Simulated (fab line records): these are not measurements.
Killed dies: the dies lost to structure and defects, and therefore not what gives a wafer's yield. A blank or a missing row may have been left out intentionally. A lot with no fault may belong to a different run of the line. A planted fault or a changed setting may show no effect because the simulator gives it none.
Which tool did it? ; flow gf180mcu ; 24 lots with 72 wafers sampled at 5 steps, on a route of 602 steps

WHAT THE GAUGES SHOWED, per wafer
GF_TOP_METAL_CD_MEAS_14: target cd 440 nm. Usual: 441.0 nm for cdNm, sd 2.1.
lot;measured;on;cdNm (nm);flag
L074;day 27 22:13;cdSem-01;440.2 440.2 439.8;
L075;day 28 07:12;cdSem-01;439.5 441.9 439.5;
L076;day 28 15:40;cdSem-01;441.9 443.1 444.5;
L077;day 28 21:22;cdSem-01;442.6 442.4 441.2;
L078;day 29 05:47;cdSem-01;441.9 441.3 443.0;
L079;day 29 14:51;cdSem-01;443.3 443.0 440.4;
L080;day 29 22:21;cdSem-01;438.6 438.0 438.6;
L081;day 30 08:36;cdSem-02;440.5 440.3 443.4;
L082;day 30 15:37;cdSem-02;444.8 441.8 442.0;
L083;day 30 20:12;cdSem-01;439.7 441.1 439.1;
L084;day 31 01:17;cdSem-01;442.7 440.6 442.6;
L085;day 31 05:41;cdSem-01;437.1 438.8 435.9;
L086;day 31 13:57;cdSem-01;443.5 446.5 443.1;
L087;day 31 20:17;cdSem-01;439.5 443.4 440.6;
L088;day 32 03:19;cdSem-01;435.7 439.0 436.1;
L089;day 32 10:20;cdSem-01;443.7 442.3 445.2;
L090;day 32 15:54;cdSem-02;439.0 439.3 441.9;
L091;day 32 21:48;cdSem-02;440.6 441.4 440.1;
L092;day 33 07:08;cdSem-01;441.2 440.4 440.3;
L093;day 33 06:11;cdSem-01;441.7 441.4 441.3;
L094;day 33 12:48;cdSem-02;441.4 437.5 440.3;
L095;day 33 18:29;cdSem-02;440.7 440.4 441.5;
L096;day 33 22:35;cdSem-02;441.3 442.3 442.8;
L097;day 34 07:53;cdSem-02;442.6 443.4 444.0;

TOOL THAT RAN EACH LOT (tool first, then ch and the chambers of the sampled wafers, then the start)
lot;GF_V2_CMP_26;GF_MIM_SPUTTER_00;GF_MIM_SPUTTER_02;GF_MIM_CVD_05
L074;cmp-02 ch 0,3, day 20 05:47;pvdSputter-02, day 24 06:52;pvdSputter-02, day 24 06:59;pecvd-04 ch 0,1,2, day 24 07:05
L075;cmp-01 ch 1,2,3, day 20 13:19;pvdSputter-03, day 24 16:25;pvdSputter-03, day 24 16:33;pecvd-01 ch 0,1,2, day 24 16:38
L076;cmp-02 ch 0,1,3, day 21 02:07;pvdSputter-03, day 25 02:01;pvdSputter-03, day 25 02:09;pecvd-01 ch 0,1,2, day 25 02:15
L077;cmp-01 ch 0,2, day 21 11:17;pvdSputter-04, day 25 11:28;pvdSputter-04, day 25 11:36;pecvd-02 ch 1,2, day 25 11:41
L078;cmp-01 ch 0,1,2, day 21 19:13;pvdSputter-03, day 25 18:45;pvdSputter-03, day 25 18:53;pecvd-02 ch 0,1,2, day 25 18:59
L079;cmp-02 ch 0,3, day 22 05:36;pvdSputter-03, day 26 03:58;pvdSputter-03, day 26 04:05;pecvd-02 ch 0,2, day 26 04:11
L080;cmp-02 ch 1,2,3, day 22 14:46;pvdSputter-04, day 26 11:46;pvdSputter-04, day 26 11:54;pecvd-04 ch 0,1,2, day 26 11:59
L081;cmp-01 ch 0,2,3, day 23 01:22;pvdSputter-03, day 26 20:59;pvdSputter-03, day 26 21:07;pecvd-04 ch 0,2, day 26 21:12
L082;cmp-02 ch 0,2, day 23 12:13;pvdSputter-04, day 27 07:22;pvdSputter-04, day 27 07:29;pecvd-02 ch 0,1,2, day 27 07:35
L083;cmp-02 ch 1,2, day 23 18:55;pvdSputter-04, day 27 13:54;pvdSputter-04, day 27 14:02;pecvd-04 ch 1,2, day 27 14:07
L084;cmp-02 ch 1,2,3, day 24 01:42;pvdSputter-03, day 27 19:06;pvdSputter-03, day 27 19:14;pecvd-04 ch 0,1, day 27 19:19
L085;cmp-02 ch 1,2, day 24 06:21;pvdSputter-03, day 28 00:11;pvdSputter-03, day 28 00:19;pecvd-04 ch 0,1, day 28 00:24
L086;cmp-01 ch 0,2,3, day 24 15:28;pvdSputter-04, day 28 08:37;pvdSputter-04, day 28 08:45;pecvd-01 ch 1,2, day 28 08:50
L087;cmp-01 ch 1,3, day 25 01:50;pvdSputter-04, day 28 17:52;pvdSputter-04, day 28 18:00;pecvd-02 ch 1,2, day 28 18:05
L088;cmp-01 ch 1,2, day 25 10:43;pvdSputter-03, day 29 01:04;pvdSputter-03, day 29 01:11;pecvd-01 ch 0,1, day 29 01:17
L089;cmp-02 ch 0,1,2, day 25 19:12;pvdSputter-02, day 29 08:40;pvdSputter-02, day 29 08:47;pecvd-01 ch 0,1,2, day 29 08:53
L090;cmp-01 ch 0,1, day 25 22:13;pvdSputter-04, day 29 12:22;pvdSputter-04, day 29 12:30;pecvd-02 ch 0,2, day 29 12:35
L091;cmp-02 ch 1,2, day 26 08:09;pvdSputter-03, day 29 21:41;pvdSputter-03, day 29 21:49;pecvd-01 ch 0,1, day 29 21:55
L092;cmp-01 ch 1,2, day 26 15:00;pvdSputter-02, day 30 07:39;pvdSputter-02, day 30 07:47;pecvd-04 ch 0,1,2, day 30 07:52
L093;cmp-02 ch 0,1,3, day 26 19:14;pvdSputter-02, day 30 06:01;pvdSputter-02, day 30 06:08;pecvd-01 ch 0,1, day 30 06:14
L094;cmp-01 ch 0,1,3, day 27 04:07;pvdSputter-02, day 30 13:43;pvdSputter-02, day 30 13:51;pecvd-02 ch 0,1,2, day 30 13:56
L095;cmp-02 ch 0,3, day 27 11:24;pvdSputter-04, day 30 20:45;pvdSputter-04, day 30 20:53;pecvd-04 ch 1,2, day 30 20:58
L096;cmp-02 ch 0,2,3, day 27 16:00;pvdSputter-03, day 31 01:06;pvdSputter-03, day 31 01:14;pecvd-04 ch 0,2, day 31 01:19
L097;cmp-01 ch 0,1,3, day 28 03:04;pvdSputter-04, day 31 11:30;pvdSputter-04, day 31 11:38;pecvd-02 ch 0,1,2, day 31 11:43
- GF_V2_CMP_26: polishes, stops on SiO2, t overpolish 15 s, target thk 0 nm.
- GF_MIM_SPUTTER_00: material Ti, target thk 37.5 nm, time 150 s.
- GF_MIM_SPUTTER_02: material AlCu, target thk 450 nm, time 23.9 s.
- GF_MIM_CVD_05: deposits Si3N4, target thk 42 nm, time 29.086 s.

WHAT THE TOOLS THEMSELVES READ (means of the sampled wafers that have a number; where no wafer has one, the mark that the record gives instead)
GF_V2_CMP_26. Usual: motorCurrentA 11.4 A, standard deviation 1.2; overpolishRunS 15.000 s, standard deviation 0.0095; timeToEndpointS 85 s, standard deviation 4.
lot;tool;motorCurrentA (A);overpolishRunS (s);timeToEndpointS (s);flag
L074;cmp-02;12.6;14.998;91;
L075;cmp-01;10.6;15.000;84;
L076;cmp-02;12.2;15.006;87;
L077;cmp-01;11.2;15.001;81;
L078;cmp-01;10.8;14.991;87;
L079;cmp-02;12.3;15.002;87;
L080;cmp-02;12.5;14.999;87;
L081;cmp-01;10.9;14.999;90;
L082;cmp-02;11.0;15.007;84;
L083;cmp-02;11.2;15.006;80;
L084;cmp-02;12.2;14.992;85;
L085;cmp-02;11.3;14.995;81;
L086;cmp-01;10.6;14.991;88;
L087;cmp-01;10.6;15.001;87;
L088;cmp-01;10.8;15.002;84;
L089;cmp-02;11.5;15.001;85;
L090;cmp-01;10.9;15.006;84;
L091;cmp-02;11.7;15.001;81;
L092;cmp-01;10.5;14.992;83;
L093;cmp-02;12.3;15.001;86;
L094;cmp-01;10.8;15.004;89;
L095;cmp-02;12.2;15.008;86;
L096;cmp-02;12.2;15.005;87;
L097;cmp-01;10.7;15.002;87;

GF_MIM_SPUTTER_00. Usual: 30.1 % for throttleValvePct, sd 1.
lot;tool;throttleValvePct (%);flag
L074;pvdSputter-02;29.8;
L075;pvdSputter-03;30.3;
L076;pvdSputter-03;30.6;
L077;pvdSputter-04;31.1;
L078;pvdSputter-03;30.4;
L079;pvdSputter-03;30.1;
L080;pvdSputter-04;30.5;
L081;pvdSputter-03;30.7;
L082;pvdSputter-04;30.8;
L083;pvdSputter-04;30.8;
L084;pvdSputter-03;30.6;
L085;pvdSputter-03;30.6;
L086;pvdSputter-04;30.8;
L087;pvdSputter-04;30.7;
L088;pvdSputter-03;30.9;
L089;pvdSputter-02;28.6;
L090;pvdSputter-04;30.2;
L091;pvdSputter-03;29.7;
L092;pvdSputter-02;29.4;
L093;pvdSputter-02;29.4;
L094;pvdSputter-02;29.2;
L095;pvdSputter-04;29.6;
L096;pvdSputter-03;30.2;
L097;pvdSputter-04;29.9;

GF_MIM_SPUTTER_02. Usual: 30.1 % for throttleValvePct, sd 1.
lot;tool;throttleValvePct (%);flag
L074;pvdSputter-02;29.6;
L075;pvdSputter-03;30.2;
L076;pvdSputter-03;30.6;
L077;pvdSputter-04;31.1;
L078;pvdSputter-03;30.5;
L079;pvdSputter-03;30.2;
L080;pvdSputter-04;30.7;
L081;pvdSputter-03;30.5;
L082;pvdSputter-04;30.7;
L083;pvdSputter-04;30.7;
L084;pvdSputter-03;30.6;
L085;pvdSputter-03;30.6;
L086;pvdSputter-04;30.7;
L087;pvdSputter-04;31.0;
L088;pvdSputter-03;30.8;
L089;pvdSputter-02;28.9;
L090;pvdSputter-04;30.1;
L091;pvdSputter-03;29.8;
L092;pvdSputter-02;29.4;
L093;pvdSputter-02;29.6;
L094;pvdSputter-02;29.2;
L095;pvdSputter-04;29.3;
L096;pvdSputter-03;30.1;
L097;pvdSputter-04;30.0;

GF_MIM_CVD_05. Usual: 669 W for heaterPowerW, sd 84.
lot;tool;heaterPowerW (W);flag
L074;pecvd-04;712;
L075;pecvd-01;683;
L076;pecvd-01;681;
L077;pecvd-02;627;
L078;pecvd-02;631;
L079;pecvd-02;617;
L080;pecvd-04;727;
L081;pecvd-04;764;
L082;pecvd-02;604;
L083;pecvd-04;657;
L084;pecvd-04;709;
L085;pecvd-04;685;
L086;pecvd-01;621;
L087;pecvd-02;633;
L088;pecvd-01;727;
L089;pecvd-01;714;
L090;pecvd-02;577;
L091;pecvd-01;709;
L092;pecvd-04;711;
L093;pecvd-01;665;
L094;pecvd-02;610;
L095;pecvd-04;636;
L096;pecvd-04;778;
L097;pecvd-02;603;

THE ANSWER, worked out from the rows above alone
Rule: a lot is off if the mean of its wafers that have a number lies more than 3 standard deviations from the usual mean. Also off: a lot with no number at a reading for which 4 or more lots have one. The other lots that the step has rows for count as sound. The gauges are gone through in route order, then the tools' own readings, and for those a lot's mean is taken as printed above. The first step at which some lot is off is used, and at that step the reading that is off furthest; a lot without a number counts as furthest.
None of the lots is off at any reading shown; this tells nothing.

WHAT THE SIMULATOR HAD PUT IN
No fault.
